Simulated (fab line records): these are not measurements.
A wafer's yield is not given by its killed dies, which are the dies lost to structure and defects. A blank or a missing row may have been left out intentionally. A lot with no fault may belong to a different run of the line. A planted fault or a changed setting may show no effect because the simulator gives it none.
Chamber matching ; flow gf180mcu ; GF_STI_CMP_25 on cmp-01: 4 sister chambers
The step polishes, stops on Si3N4, t overpolish 33 s, target thk 524.6 nm. 4 wafers are shown with their chamber, then 8 later ones without.

== WAFERS PAIRED WITH THEIR CHAMBERS ==
wafer;chamber;motor_current_A (A)
L279.5;1;11.7
L282.1;3;12.3
L282.5;0;9.6
L283.1;2;10.7

== WAFERS WITH NO CHAMBER GIVEN ==
wafer;motor_current_A (A)
L283.3;11.1
L283.4;9.6
L287.3;11.6
L287.4;10.1
L287.6;10.5
L293.1;11.0
L293.2;9.3
L293.3;11.5

== CHAMBER TAKEN BY EACH ==
wafer;from the rows above;in truth
L283.3;can't be placed: 2 or 1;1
L283.4;0;0
L287.3;1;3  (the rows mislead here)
L287.4;can't be placed: 0 or 2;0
L287.6;2;2
L293.1;can't be placed: 2 or 1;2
L293.2;0;0
L293.3;1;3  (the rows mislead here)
Correct placement for 3 of the 8. Can't be placed from these rows: 3 (the true chamber is among the candidates in 3). Wrongly placed: 2.
How it was worked out, from the rows above alone: a wafer's distance from a chamber is the root of the sum, over the readings, of the square of ((its reading less the chamber's mean) divided by the reading's scatter). If the next closest chamber is less than 2 further off than the closest, the wafer can't be placed; otherwise it belongs to the closest. The mean given for a chamber averages the wafers shown for that chamber. The scatter: with one shown wafer a chamber, the root of the mean of the squares of how far each hidden wafer lies from its nearest shown one.
